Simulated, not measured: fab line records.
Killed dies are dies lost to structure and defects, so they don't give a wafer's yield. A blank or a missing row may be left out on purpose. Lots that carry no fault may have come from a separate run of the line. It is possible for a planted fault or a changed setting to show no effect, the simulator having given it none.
Tool commonality check | flow sky130 | 12 lots and 42 wafers in the sample

== REASON IT WAS OPENED ==
Of 12 lots, 2 have the reading VIA1_W_RS flagged at SKY_VIA1_RS_MEAS_22. Fault-free wafers read 0.427 ohm/sq, with a standard deviation of 0.0039.
Rule: a lot is flagged in two cases, either no wafer of it has a number, or all its wafers with numbers fall more than 4 standard deviations from that mean. The other lots count as sound.

lot  | measured     | on            | VIA1_W_RS (ohm/sq), wafer by wafer        | flag
L387 | day 34 07:53 | film metro-02 | 0.426 0.428 0.432                         |
L388 | day 34 13:07 | film metro-01 | 0.423 0.427 0.423                         |
L390 | day 35 10:01 | film metro-03 | 0.419 0.423 0.426                         |
L395 | day 36 20:40 | film metro-01 | 58.353 57.362 58.269 58.230 57.405 58.256 | FLAGGED
L396 | day 37 09:27 | film metro-02 | 58.342 58.955 58.191 58.313 58.933 58.224 | FLAGGED
L399 | day 38 04:22 | film metro-03 | 0.429 0.426 0.432                         |
L400 | day 38 10:11 | film metro-03 | 0.422 0.418 0.426                         |
L401 | day 38 15:26 | film metro-01 | 0.425 0.419 0.430                         |
L402 | day 39 05:56 | film metro-02 | 0.431 0.432 0.422                         |
L404 | day 39 14:43 | film metro-01 | 0.424 0.420 0.419                         |
L403 | day 39 15:32 | film metro-02 | 0.429 0.424 0.423                         |
L407 | day 40 08:34 | film metro-01 | 0.423 0.426 0.429                         |
Averaged over the flagged lots the numbers come to 58.236 ohm/sq, +57.809 ohm/sq from the usual (+99 or more standard deviations).

== WHICH TOOL RAN EACH LOT ==
The record holds 3 process steps before the reading, out of a route of 708 steps. Read each cell as the tool, then ch plus the chambers that the sampled wafers visited, then the start.
lot  | flag    | SKY_CONTACT_CVD_00              | SKY_METAL1_SPUTTER_02        | SKY_VIA1_CVD_21
L387 |         | pecvd-03 ch 0,2, day 30 18:46   | pvd sputter-01, day 31 23:41 | cvd w-02 ch 0,1, day 34 07:47
L388 |         | pecvd-01 ch 1,2, day 30 23:19   | pvd sputter-01, day 32 04:41 | cvd w-02 ch 1, day 34 12:56
L390 |         | pecvd-04 ch 0,1, day 31 20:34   | pvd sputter-01, day 33 02:45 | cvd w-02 ch 0,1, day 35 09:56
L395 | FLAGGED | pecvd-03 ch 0,1,2, day 33 09:34 | pvd sputter-04, day 34 14:46 | cvd w-02 ch 0,1, day 36 20:35
L396 | FLAGGED | pecvd-03 ch 0,1,2, day 33 18:07 | pvd sputter-02, day 35 03:28 | cvd w-01 ch 0,1, day 37 09:19
L399 |         | pecvd-01 ch 0,1, day 34 17:23   | pvd sputter-01, day 35 21:04 | cvd w-02 ch 0,1, day 38 04:16
L400 |         | pecvd-03 ch 0,1,2, day 34 23:52 | pvd sputter-04, day 36 03:31 | cvd w-01 ch 0,1, day 38 10:05
L401 |         | pecvd-03 ch 0,2, day 35 05:31   | pvd sputter-04, day 36 10:14 | cvd w-02 ch 0,1, day 38 15:20
L402 |         | pecvd-03 ch 0,2, day 35 19:16   | pvd sputter-01, day 37 00:05 | cvd w-01 ch 0,1, day 39 05:50
L404 |         | pecvd-03 ch 0,2, day 36 06:25   | pvd sputter-02, day 37 09:44 | cvd w-02 ch 0,1, day 39 14:38
L403 |         | pecvd-04 ch 0,1,2, day 36 06:50 | pvd sputter-04, day 37 10:20 | cvd w-02 ch 0,1, day 39 15:26
L407 |         | pecvd-01 ch 0,2, day 37 00:22   | pvd sputter-02, day 38 04:24 | cvd w-01 ch 0,1, day 40 08:28
These steps, and what they do:
- SKY_CONTACT_CVD_00: deposits Si3N4, target thk 75 nm.
- SKY_METAL1_SPUTTER_02: material AlCu, target thk 250 nm, time 13.3 s.
- SKY_VIA1_CVD_21: deposits W, target thk 270 nm, time 80.902 s.
- SKY_VIA1_RS_MEAS_22: measures by four-point-probe.

== FLAGGED OVER TOTAL, TOOL BY TOOL (the gauges that took the reading come last) ==
step                  | tool           | lots run | flagged | share of the flagged lots | sound lots run after its first flagged lot
SKY_CONTACT_CVD_00    | pecvd-01       | 3        | 0       | none                      | -
SKY_CONTACT_CVD_00    | pecvd-03       | 7        | 2       | all                       | 4 (L400,L401,L402,L404)
SKY_CONTACT_CVD_00    | pecvd-04       | 2        | 0       | none                      | -
SKY_METAL1_SPUTTER_02 | pvd sputter-01 | 5        | 0       | none                      | -
SKY_METAL1_SPUTTER_02 | pvd sputter-02 | 3        | 1       | some                      | 2 (L404,L407)
SKY_METAL1_SPUTTER_02 | pvd sputter-04 | 4        | 1       | some                      | 3 (L400,L401,L403)
SKY_VIA1_CVD_21       | cvd w-01       | 4        | 1       | some                      | 3 (L400,L402,L407)
SKY_VIA1_CVD_21       | cvd w-02       | 8        | 1       | some                      | 4 (L399,L401,L404,L403)
SKY_VIA1_RS_MEAS_22   | film metro-01  | 5        | 1       | some                      | 3 (L401,L404,L407)
SKY_VIA1_RS_MEAS_22   | film metro-02  | 4        | 1       | some                      | 2 (L402,L403)
SKY_VIA1_RS_MEAS_22   | film metro-03  | 3        | 0       | none                      | -

== WHAT THE TABLE PERMITS ==
All flagged lots share 1 row of the table, namely pecvd-03 at SKY_CONTACT_CVD_00.
- pecvd-03 at SKY_CONTACT_CVD_00 ran 7 lots, 2 of them flagged. Lots that were sound ran on it after the first flagged one (L400, L401, L402, L404); a persistent fault on the entire tool would not allow that.
None of the table's rows ran every flagged lot and, after the first, no sound lot.

== WHAT THE SIMULATOR HAD PUT IN ==
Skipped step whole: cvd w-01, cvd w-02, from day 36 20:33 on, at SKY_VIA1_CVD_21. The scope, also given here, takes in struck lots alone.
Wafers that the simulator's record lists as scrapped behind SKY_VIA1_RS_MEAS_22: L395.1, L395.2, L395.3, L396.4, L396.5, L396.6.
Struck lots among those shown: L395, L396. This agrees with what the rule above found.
